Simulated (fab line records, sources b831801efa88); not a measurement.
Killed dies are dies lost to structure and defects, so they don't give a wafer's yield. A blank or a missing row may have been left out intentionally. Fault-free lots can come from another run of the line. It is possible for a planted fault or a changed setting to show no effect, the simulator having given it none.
The tool behind it: which one? | flow sky130 | 14 lots, 40 wafers sampled, at 4 steps of a route of 708

== WHAT EACH GAUGE READ, for each wafer ==
SKY_VT_ADJUST_HVTP_CD_MEAS_07: the cd target is 380 nm.
lot  | measured     | on       | cdNm (nm)
L196 | day 6 05:05  | cdSem-01 | 375.0 377.7 379.2
L198 | day 6 15:10  | cdSem-01 | 380.8 381.5 379.8
L199 | day 6 21:26  | cdSem-02 | 387.3 385.5 382.6
L200 | day 7 05:17  | cdSem-01 | 382.2 382.3 380.3
L202 | day 7 22:32  | cdSem-01 | 384.9 383.3 384.3
L203 | day 8 03:52  | cdSem-01 | 382.3 380.7 377.6
L204 | day 8 08:37  | cdSem-02 | 381.0 380.3 382.1
L206 | day 8 21:58  | cdSem-01 | 378.3 378.3 380.2
L208 | day 9 10:55  | cdSem-02 | 383.2 381.4
L209 | day 9 12:49  | cdSem-01 | 383.4 383.4 383.6
L213 | day 10 15:27 | cdSem-02 | 381.5 381.8
L214 | day 10 20:01 | cdSem-02 | 377.6 378.1 377.8
L215 | day 11 03:14 | cdSem-01 | 382.4 380.9 381.1
L217 | day 11 16:41 | cdSem-02 | 378.2 379.5 379.6

SKY_VT_ADJUST_LVTN_TW_MEAS_10.
lot  | measured     | on           | VT_ADJUST_LVTN_TW
L196 | day 7 01:28  | filmMetro-04 | 240.4 241.9 242.2
L198 | day 7 11:17  | filmMetro-03 | 240.0 241.6 240.3
L199 | day 7 17:27  | filmMetro-03 | 239.5 241.0 240.9
L200 | day 8 01:54  | filmMetro-03 | 239.6 240.2 239.3
L202 | day 8 20:24  | filmMetro-03 | 240.8 240.2 240.4
L203 | day 9 01:57  | filmMetro-02 | 241.2 240.3 239.6
L204 | day 9 06:30  | filmMetro-03 | 240.0 239.8 239.6
L206 | day 9 19:52  | filmMetro-02 | 240.9 240.7 240.5
L208 | day 10 09:46 | filmMetro-04 | 239.4 240.1
L209 | day 10 11:33 | filmMetro-02 | 239.7 241.5 240.7
L213 | day 11 14:22 | filmMetro-02 | 239.6 239.2
L214 | day 11 18:58 | filmMetro-03 | 239.6 239.5 239.8
L215 | day 12 03:07 | filmMetro-04 | 240.6 240.7 240.6
L217 | day 12 17:06 | filmMetro-04 | 239.8 240.4 240.1

== TOOL THAT RAN EACH LOT (tool first, then ch and the chambers of the sampled wafers, then the start) ==
lot  | SKY_FIELD_ISO_WET_ETCH_28     | SKY_PWDE_STRIP_09
L196 | wetBench-01 ch 1, day 2 11:50 | plasmaAsher-04 ch 0,1, day 3 23:17
L198 | wetBench-03 ch 2, day 2 22:09 | plasmaAsher-02 ch 0,1, day 4 08:32
L199 | wetBench-03 ch 1, day 3 03:08 | plasmaAsher-02 ch 0, day 4 13:20
L200 | wetBench-03 ch 3, day 3 09:01 | plasmaAsher-01 ch 0,1, day 4 19:42
L202 | wetBench-04 ch 3, day 3 19:50 | plasmaAsher-01 ch 0,1, day 5 11:35
L203 | wetBench-03 ch 1, day 4 02:36 | plasmaAsher-02 ch 0,1, day 5 17:29
L204 | wetBench-04 ch 3, day 4 07:17 | plasmaAsher-02 ch 0,1, day 5 20:32
L206 | wetBench-01 ch 3, day 4 14:11 | plasmaAsher-04 ch 0, day 6 08:53
L208 | wetBench-01 ch 0, day 5 03:51 | plasmaAsher-02 ch 0,1, day 6 20:44
L209 | wetBench-01 ch 1, day 5 05:31 | plasmaAsher-04 ch 0,1, day 6 21:59
L213 | wetBench-03 ch 0, day 6 02:41 | plasmaAsher-02 ch 0, day 7 20:47
L214 | wetBench-03 ch 2, day 6 06:45 | plasmaAsher-04 ch 0,1, day 8 00:16
L215 | wetBench-03 ch 1, day 6 12:57 | plasmaAsher-02 ch 0,1, day 8 07:20
L217 | wetBench-01 ch 3, day 6 23:56 | plasmaAsher-04 ch 0,1, day 8 19:47
- SKY_FIELD_ISO_WET_ETCH_28: etches SiO2 in dHF, target depth 23.7 nm, time 47 s.
- SKY_PWDE_STRIP_09: strips in O2/N2.

== WHAT THE TOOLS THEMSELVES READ (means of the sampled wafers that have a number; where no wafer has one, the mark that the record gives instead) ==
SKY_FIELD_ISO_WET_ETCH_28.
lot  | tool        | runLengthS (s)
L196 | wetBench-01 | 79
L198 | wetBench-03 | 73
L199 | wetBench-03 | 74
L200 | wetBench-03 | 72
L202 | wetBench-04 | 79
L203 | wetBench-03 | 74
L204 | wetBench-04 | 79
L206 | wetBench-01 | 79
L208 | wetBench-01 | 81
L209 | wetBench-01 | 80
L213 | wetBench-03 | 74
L214 | wetBench-03 | 40
L215 | wetBench-03 | 40
L217 | wetBench-01 | 79

SKY_PWDE_STRIP_09.
lot  | tool           | chamberPressureMTorr (mTorr) | drypumpMotorCurrentA (A) | oesProductAu (a.u.) | stripTimeToEndpointS (s)
L196 | plasmaAsher-04 | 1501.2                       | 6.27                     | 0.723               | 36.86
L198 | plasmaAsher-02 | 1499.7                       | 6.08                     | 0.721               | 36.83
L199 | plasmaAsher-02 | 1500.1                       | 5.72                     | 0.723               | 36.78
L200 | plasmaAsher-01 | 1500.3                       | 5.77                     | 0.720               | 37.00
L202 | plasmaAsher-01 | 1499.5                       | 5.77                     | 0.725               | 36.71
L203 | plasmaAsher-02 | 1499.1                       | 6.07                     | 0.724               | 36.96
L204 | plasmaAsher-02 | 1499.8                       | 6.08                     | 0.721               | 36.76
L206 | plasmaAsher-04 | 1500.1                       | 5.93                     | 0.724               | 36.97
L208 | plasmaAsher-02 | 1499.7                       | 5.98                     | 0.718               | 36.80
L209 | plasmaAsher-04 | 1499.4                       | 6.28                     | 0.717               | 36.95
L213 | plasmaAsher-02 | 1501.1                       | 5.73                     | 0.728               | 36.86
L214 | plasmaAsher-04 | 1499.3                       | 6.08                     | 0.722               | 36.76
L215 | plasmaAsher-02 | 1499.8                       | 6.08                     | 0.719               | 36.93
L217 | plasmaAsher-04 | 1498.8                       | 6.28                     | 0.720               | 36.92

== THE ANSWER, worked out from the rows above alone ==
Rule: the lots themselves supply what counts as usual. The widest of any qualifying gaps counts: lots, ordered by their means at a reading, are off when they make up no more than a third of the lots, leave a main group of 4 or more, and stand apart from it by 3 or more times the standard deviation of that group's means. If all means in a main group match to the digits the tables above print for the reading, that group is not used. Also off: a lot with no number at a reading for which 4 or more lots have one. Any other lot the step has rows for is counted as sound. First the gauges in route order, then the tools' own readings, where a lot's mean is used as printed above. The first step at which some lot is off is used, and at that step the reading that is off furthest; a lot without a number counts as furthest.
Off: L214, L215 (SKY_FIELD_ISO_WET_ETCH_28, runLengthS). For the main group the mean is 77 s and the standard deviation 3.1.
If a tool, at that step or one of the process steps before it, ran each lot that is off and ran no sound lot following the first of them, it fits. One candidate fits, namely wetBench-03 at SKY_FIELD_ISO_WET_ETCH_28. Its last sound lot is L213 (day 6 02:41), its first lot that is off L214 (day 6 06:45): a fault that began between those two fits.
On the lots that are off, the tool's own readings at SKY_FIELD_ISO_WET_ETCH_28 differ by more than 5 times the standard deviation of the sound lots' means, which bears it out; runLengthS reads 40 s there versus 77 s on the sound lots.

== WHAT THE SIMULATOR HAD PUT IN ==
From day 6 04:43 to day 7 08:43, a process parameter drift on wetBench-03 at SKY_FIELD_ISO_WET_ETCH_28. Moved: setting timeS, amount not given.
Lots struck among those shown: L214, L215. The rule above found the same.
